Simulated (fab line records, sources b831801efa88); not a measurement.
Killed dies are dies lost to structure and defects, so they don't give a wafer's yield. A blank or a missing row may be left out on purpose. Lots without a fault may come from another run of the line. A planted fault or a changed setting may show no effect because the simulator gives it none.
Which tool did it? | flow gf180mcu | 12 lots, 36 wafers sampled, at 5 steps of a route of 602

WHAT THE GAUGES READ, wafer by wafer
GF_POLY_GATE_THK_MEAS_01.
lot  | measured     | on            | POLY_GATE_CVD_00_THK (nm)
L203 | day 8 17:38  | film_metro-04 | 199.7 198.6 200.6
L204 | day 9 14:44  | film_metro-02 | 202.5 203.0 202.3
L210 | day 10 18:24 | film_metro-03 | 267.4 266.6 266.1 267.2 266.6 266.1
L211 | day 11 02:12 | film_metro-04 | 197.7 199.6 198.4
L215 | day 12 07:29 | film_metro-04 | 197.5 196.6 198.2
L217 | day 12 16:58 | film_metro-03 | 200.0 199.8 201.1
L219 | day 13 08:14 | film_metro-03 | 198.2 196.6 196.6
L220 | day 13 16:13 | film_metro-02 | 199.3 199.7 199.8
L221 | day 13 22:34 | film_metro-03 | 200.6 201.9 201.5
L222 | day 14 05:41 | film_metro-03 | 200.0 199.1 198.1
L223 | day 14 11:57 | film_metro-03 | 199.9 197.9 200.2
L224 | day 14 21:31 | film_metro-04 | 200.9 200.3 201.9

GF_POLY_GATE_CD_MEAS_18.
lot  | measured     | on        | cd_nm (nm)
L203 | day 9 15:20  | cd_sem-02 | 279.6 278.6 280.5
L204 | day 10 11:13 | cd_sem-02 | 280.0 279.3 279.6
L210 | day 11 15:59 | cd_sem-02 | 276.1 276.0 275.7
L211 | day 11 22:53 | cd_sem-02 | 282.5 279.3 276.7
L215 | day 13 04:41 | cd_sem-02 | 280.1 279.7 280.6
L217 | day 13 16:13 | cd_sem-01 | 283.4 281.7 279.1
L219 | day 14 06:53 | cd_sem-02 | 276.0 280.0 279.1
L220 | day 14 15:51 | cd_sem-01 | 276.9 278.7 279.7
L221 | day 14 22:35 | cd_sem-02 | 276.0 278.7 277.7
L222 | day 15 08:17 | cd_sem-01 | 281.0 281.5 282.8
L223 | day 15 15:07 | cd_sem-01 | 280.6 281.8 282.8
L224 | day 15 20:37 | cd_sem-02 | 282.4 281.2 278.9

WHICH TOOL RAN EACH LOT (tool, then ch and the chambers of the sampled wafers, then the start)
lot  | GF_VT_IMPLANT_STRIP_31               | GF_VT_IMPLANT_STRIP_42               | GF_POLY_GATE_CVD_00
L203 | plasma_asher-04 ch 0,1, day 7 02:41  | plasma_asher-02 ch 0,1, day 7 19:22  | lpcvd-02 ch 1, day 8 16:17
L204 | plasma_asher-04 ch 0, day 7 13:20    | plasma_asher-02 ch 1, day 8 05:27    | lpcvd-01 ch 1, day 9 13:23
L210 | plasma_asher-03 ch 0,1, day 9 04:20  | plasma_asher-03 ch 0,1, day 9 19:10  | lpcvd-01 ch 1, day 10 17:03
L211 | plasma_asher-02 ch 0,1, day 9 10:02  | plasma_asher-04 ch 0,1, day 10 02:38 | lpcvd-02 ch 1, day 11 00:51
L215 | plasma_asher-03 ch 0,1, day 10 10:17 | plasma_asher-03 ch 0,1, day 11 04:23 | lpcvd-02 ch 0, day 12 06:08
L217 | plasma_asher-04 ch 0,1, day 10 22:14 | plasma_asher-04 ch 0,1, day 11 16:32 | lpcvd-02 ch 0, day 12 15:37
L219 | plasma_asher-04 ch 0,1, day 11 11:49 | plasma_asher-02 ch 0,1, day 12 06:37 | lpcvd-02 ch 0, day 13 06:53
L220 | plasma_asher-04 ch 0,1, day 11 17:47 | plasma_asher-03 ch 0,1, day 12 12:56 | lpcvd-01 ch 1, day 13 14:52
L221 | plasma_asher-03 ch 0,1, day 11 23:23 | plasma_asher-04 ch 0,1, day 12 19:08 | lpcvd-01 ch 1, day 13 21:14
L222 | plasma_asher-04 ch 0, day 12 07:59   | plasma_asher-04 ch 0,1, day 13 03:17 | lpcvd-01 ch 0, day 14 04:20
L223 | plasma_asher-02 ch 1, day 12 12:40   | plasma_asher-03 ch 0,1, day 13 08:38 | lpcvd-02 ch 0, day 14 10:37
L224 | plasma_asher-04 ch 0,1, day 12 21:05 | plasma_asher-04 ch 0,1, day 13 17:41 | lpcvd-02 ch 1, day 14 20:10
- GF_VT_IMPLANT_STRIP_31: strips in O2/N2.
- GF_VT_IMPLANT_STRIP_42: strips in O2/N2.
- GF_POLY_GATE_CVD_00: deposits poly-Si, target thk 200 nm, time 1200 s.

WHAT THE TOOLS THEMSELVES READ (means of the sampled wafers that have a number; where no wafer has one, the mark that the record gives instead)
GF_VT_IMPLANT_STRIP_31.
lot  | tool            | drypump_motor_current_A (A) | heater_power_w (W) | oes_product_au (a.u.) | strip_time_to_endpoint_s (s)
L203 | plasma_asher-04 | 5.1                         | 352                | 0.714                 | 12.63
L204 | plasma_asher-04 | 4.8                         | 333                | 0.717                 | 12.62
L210 | plasma_asher-03 | 5.8                         | 353                | 0.716                 | 12.66
L211 | plasma_asher-02 | 6.0                         | 352                | 0.719                 | 12.62
L215 | plasma_asher-03 | 5.9                         | 347                | 0.714                 | 12.64
L217 | plasma_asher-04 | 5.1                         | 351                | 0.715                 | 12.67
L219 | plasma_asher-04 | 5.1                         | 353                | 0.714                 | 12.61
L220 | plasma_asher-04 | 5.1                         | 358                | 0.720                 | 12.67
L221 | plasma_asher-03 | 5.8                         | 343                | 0.712                 | 12.69
L222 | plasma_asher-04 | 4.8                         | 337                | 0.717                 | 12.61
L223 | plasma_asher-02 | 5.6                         | 355                | 0.716                 | 12.67
L224 | plasma_asher-04 | 5.4                         | 376                | 0.723                 | 12.58

GF_VT_IMPLANT_STRIP_42.
lot  | tool            | drypump_motor_current_A (A) | heater_power_w (W) | oes_product_au (a.u.) | strip_time_to_endpoint_s (s)
L203 | plasma_asher-02 | 6.0                         | 346                | 0.713                 | 12.64
L204 | plasma_asher-02 | 5.6                         | 361                | 0.716                 | 12.67
L210 | plasma_asher-03 | 5.8                         | 350                | 0.717                 | 12.59
L211 | plasma_asher-04 | 5.1                         | 351                | 0.718                 | 12.67
L215 | plasma_asher-03 | 5.9                         | 348                | 0.721                 | 12.64
L217 | plasma_asher-04 | 5.4                         | 375                | 0.722                 | 12.66
L219 | plasma_asher-02 | 6.0                         | 352                | 0.717                 | 12.63
L220 | plasma_asher-03 | 5.9                         | 352                | 0.712                 | 12.62
L221 | plasma_asher-04 | 5.4                         | 376                | 0.715                 | 12.66
L222 | plasma_asher-04 | 5.4                         | 372                | 0.716                 | 12.67
L223 | plasma_asher-03 | 5.8                         | 351                | 0.712                 | 12.66
L224 | plasma_asher-04 | 5.1                         | 351                | 0.718                 | 12.62

GF_POLY_GATE_CVD_00.
lot  | tool     | spike_tc_bottom_C (C) | spike_tc_centre_C (C) | spike_tc_lower_C (C) | spike_tc_top_C (C) | spike_tc_upper_C (C) | susceptor_temp_C (C)
L203 | lpcvd-02 | 646.2                 | 621.2                 | 620.1                | 640.1              | 616.9                | 620.00
L204 | lpcvd-01 | 639.1                 | 622.3                 | 620.6                | 640.8              | 620.0                | 620.08
L210 | lpcvd-01 | 652.5                 | 634.9                 | 633.7                | 652.2              | 633.5                | 632.68
L211 | lpcvd-02 | 645.9                 | 621.2                 | 620.8                | 640.3              | 617.3                | 619.94
L215 | lpcvd-02 | 641.6                 | 621.2                 | 619.4                | 636.3              | 620.4                | 619.77
L217 | lpcvd-02 | 639.9                 | 621.4                 | 618.2                | 636.6              | 620.1                | 619.99
L219 | lpcvd-02 | 639.9                 | 620.8                 | 618.9                | 637.6              | 620.3                | 620.30
L220 | lpcvd-01 | 638.0                 | 622.7                 | 620.7                | 639.5              | 620.8                | 620.51
L221 | lpcvd-01 | 639.8                 | 623.4                 | 621.5                | 640.0              | 619.8                | 619.95
L222 | lpcvd-01 | 638.9                 | 620.8                 | 620.4                | 636.4              | 620.4                | 620.22
L223 | lpcvd-02 | 641.3                 | 622.1                 | 618.1                | 637.4              | 621.0                | 620.10
L224 | lpcvd-02 | 646.2                 | 621.2                 | 620.1                | 639.6              | 616.6                | 619.85

THE ANSWER, worked out from the rows above alone
Rule: what is usual is taken from the lots themselves. Put in order of their means at a reading, lots are off if they are a third of the lots or fewer, leave a main group of 4 or more, and stand apart from it by a gap of 3 or more times the standard deviation of the main group's means; of several such gaps the widest counts. A main group whose means are all the same, to the digits that the tables above print for the reading, isn't used. A lot without any number at a reading at which 4 lots or more have one is off too. The other lots that the step has rows for count as sound. The gauges are gone through in route order, then the tools' own readings, and for those a lot's mean is taken as printed above. The first step at which some lot is off is used, and at that step the reading that is off furthest; a lot without a number counts as furthest.
Off: L210, at GF_POLY_GATE_THK_MEAS_01 (POLY_GATE_CVD_00_THK). The main group: mean 199.6 nm, standard deviation 1.6.
A tool fits if, at a process step before that reading, it ran every lot that is off, and no sound lot after the first of them. The gauges at GF_POLY_GATE_THK_MEAS_01 aren't tried: what is off there is off at GF_POLY_GATE_CVD_00 too, on other tools, and a gauge's error can't cause that. None of those tried fits.

WHAT THE SIMULATOR HAD PUT IN
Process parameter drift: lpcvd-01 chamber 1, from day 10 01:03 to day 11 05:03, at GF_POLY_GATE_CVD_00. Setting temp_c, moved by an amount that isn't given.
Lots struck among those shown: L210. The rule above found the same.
